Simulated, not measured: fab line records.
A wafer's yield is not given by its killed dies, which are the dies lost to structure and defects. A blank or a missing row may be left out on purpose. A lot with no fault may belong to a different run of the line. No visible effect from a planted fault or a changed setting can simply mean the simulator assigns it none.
Comparing a struck lot with a sound one | flow sky130 | 14 out of 708 route steps
Sound: the wafers L275.1, L275.2, L275.6. Struck: wafers L278.1, L278.5 (left out: L278.4, a lot-mate that was not struck); the cause follows at the end.
Each step with rows lists, per side, the tool, then ch with its chambers, then its first start. Under that, the readings that differ: sound wafers | struck wafers | difference of the means | sigmas: that difference in standard deviations of wafers without a fault.
alike: readings whose means differ by less than 2 such deviations, and words and numbers that are the same on both sides. not compared: withheld readings, readings that some wafer has no value for, bounds like >300 that may hide the same value, and numbers for which the record gives no deviation and whose values overlap.
Wherever a step has rows on one side only, a row that says differs or no value, or a row with sigmas, the two part there. When numbers do not overlap yet have no deviation, they are printed without sigmas and do not part them. Lack of a reading on every wafer of one side parts them only where that side has two or more wafers.

first, 8 steps without rows for these wafers: SKY_METAL2_DEHYDRATE_07 (time 60 s); SKY_METAL2_HMDS_08 (prime time 60 s); SKY_METAL2_COAT_09 (resist thk 60 nm); SKY_METAL2_COAT_10 (resist thk 450 nm); SKY_METAL2_SOFTBAKE_11 (time 90 s); SKY_METAL2_EXPOSE_12 (exposes mask MM2, target cd 140 nm); SKY_METAL2_PEB_13; SKY_METAL2_DEVELOP_14 (develop time 60 s).
SKY_METAL2_CD_MEAS_15: target cd 140 nm.
  sound on cd-sem-01, day 36 17:55; struck on cd-sem-02, day 37 16:05
  alike: cd-nm
SKY_METAL2_OVL_MEAS_16:
  sound on overlay-02, day 36 18:02; struck on overlay-02, day 37 16:12
  alike: METAL2_OVL
SKY_METAL2_DESCUM_17: chemistry O2, time 8 s.
  sound on rie-metal-03 ch 0,1, day 36 18:05; struck on rie-metal-02 ch 1, day 37 16:14
  alike: drypump-motor-current-A, oes-product-au
  not compared: rf-hours-counter-h
SKY_METAL2_ETCH_18: etches BARC in N2/H2, stops on SiO2, time 45.9 s, target depth 60 nm.
  sound on rie-metal-03 ch 0,1, day 36 18:07; struck on rie-metal-02 ch 1, day 37 16:16
  alike: bias-w, drypump-motor-current-A, oes-product-au, throttle-valve-pct
  not compared: rf-hours-counter-h
SKY_METAL2_METAL_ETCH_19: etches the open film in Cl2/BCl3, stops on SiO2, target depth 360 nm, time 78 s.
  sound on rie-metal-03 ch 0,1, day 36 18:10; struck on rie-metal-02 ch 1, day 37 16:20
  reading                                       | sound             | struck      | difference | sigmas
  bias-w (W)                                    | 48.44 48.09 48.48 | 45.95 45.72 | -2.50      | -17
  model.KrF-thick_of_METAL2_COAT_10.thk-nm (nm) | 160.4 155.4 156.6 | 161.5 161.8 | +4.2       |
  alike: drypump-motor-current-A, oes-product-au, throttle-valve-pct
  not compared: rf-hours-counter-h
SKY_METAL2_STRIP_20: strips in O2/N2.
  sound on plasma-asher-01 ch 0,1, day 36 18:16; struck on plasma-asher-01 ch 0,1, day 37 16:25
  alike: drypump-motor-current-A, oes-product-au, strip-time-to-endpoint-s
  not compared: rf-hours-counter-h

## WHERE THEY PART
At SKY_METAL2_METAL_ETCH_19 and nowhere else, as far as this record goes. Later steps at which nothing parts them and some readings are alike: SKY_METAL2_STRIP_20.

WHY: whatever the simulator had introduced
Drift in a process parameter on rie-metal-02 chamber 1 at SKY_METAL2_METAL_ETCH_19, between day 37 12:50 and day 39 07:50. Setting bias-w shifted by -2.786 from 48.5. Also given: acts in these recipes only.
